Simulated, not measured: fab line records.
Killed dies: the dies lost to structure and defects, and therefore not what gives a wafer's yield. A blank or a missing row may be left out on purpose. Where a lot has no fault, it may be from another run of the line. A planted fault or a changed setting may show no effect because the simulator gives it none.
Comparing a struck lot with a sound one    flow sky130    15 out of 708 route steps
Sound: the wafers L344.2, L344.4, L344.6. The struck wafers were L352.3, L352.5, L352.6. The cause is given at the end.
Per side, at each step with rows, come the tool, then ch with its chambers, and then its first start. Under that, the readings that differ: sound wafers    struck wafers    difference of the means    sigmas: that difference in standard deviations of wafers without a fault.
alike: readings whose means differ by less than 2 such deviations, and words and numbers that are the same on both sides. not compared: withheld readings, readings that some wafer has no value for, bounds like >300 that may hide the same value, and numbers for which the record gives no deviation and whose values overlap.
A row with sigmas, a row that says differs or no value, or rows on one side alone: a step with any of these is where the two part. Non-overlapping numbers with no deviation appear without sigmas and do not part them. A reading missing from all wafers of one side parts the sides only when that side holds two or more wafers.

SKY_CONTACT_BOW_MEAS_05:
  struck on film metro-02, day 33 23:30; sound on film metro-02, day 30 08:24
  alike: CONTACT_BOW
then, 8 steps without rows for these wafers: SKY_CONTACT_DEHYDRATE_06 (time 60 s); SKY_CONTACT_HMDS_07 (prime time 60 s); SKY_CONTACT_COAT_08 (resist thk 60 nm); SKY_CONTACT_COAT_09 (resist thk 450 nm); SKY_CONTACT_SOFTBAKE_10 (time 90 s); SKY_CONTACT_EXPOSE_11 (exposes mask CTM1, target cd 170 nm); SKY_CONTACT_PEB_12; SKY_CONTACT_DEVELOP_13 (develop time 60 s).
SKY_CONTACT_CD_MEAS_14: target cd 170 nm.
  struck on cd sem-02, day 35 02:49; sound on cd sem-02, day 31 11:38
  alike: cd nm
SKY_CONTACT_OVL_MEAS_15:
  struck on overlay-02, day 35 02:55; sound on overlay-02, day 31 11:45
  alike: CONTACT_OVL
SKY_CONTACT_ETCH_16: etches BARC in N2/H2, stops on SiO2, time 45.9 s, target depth 60 nm.
  sound on rie diel-01 ch 1,2,3, day 31 11:47; struck on rie diel-01 ch 0,2,3, day 35 02:56
  alike: bias w, drypump motor current A, oes product au, throttle valve pct
  not compared: rf hours counter h
SKY_CONTACT_ETCH_17: etches SiO2 in C4F8/O2/Ar, stops on Si3N4, target depth 340 nm.
  sound on rie diel-01 ch 1,2,3, day 31 11:49; struck on rie diel-01 ch 0,2,3, day 35 02:58
reading     sound           struck          difference  sigmas
bias w (W)  1196 1204 1201  1284 1281 1286  +83         +26
  alike: oes product au
  not compared: model.Si3N4_of_CONTACT_CVD_00.thk nm
SKY_CONTACT_ETCH_18: etches Si3N4 in CHF3/O2, stops on TiN, time 39 s, target depth 75 nm.
  sound: rie diel-01 ch 1,2,3; struck: rie diel-01 ch 0,2,3
  alike: bias w, drypump motor current A, oes product au, throttle valve pct
  not compared: rf hours counter h
-- the record jumps here: 13 days lie between the struck wafers' starts before and after (it left off in module CONTACT and takes up again in module PAD_OPEN, whose first step shown is number 708 of the route) --
SKY_PAD_OPEN_PROBE_99:
  struck on prober-02, day 48 11:36; sound on prober-02, day 45 21:05
reading          sound  struck  difference  sigmas
killed at other  3 0 1  0 0 0   -1          -2
  alike: killed_at_M0_to_M3, killed_at_M4_up, killed at contacts, killed at front end, killed dies, killed open, killed short

== WHERE THEY PART ==
Earliest at SKY_CONTACT_ETCH_17; latest, in this record, at SKY_PAD_OPEN_PROBE_99.

WHY: what the simulator had put in
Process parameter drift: rie diel-01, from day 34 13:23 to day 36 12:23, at SKY_CONTACT_ETCH_17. Setting bias w shifted by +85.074 from 1200. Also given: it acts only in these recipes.
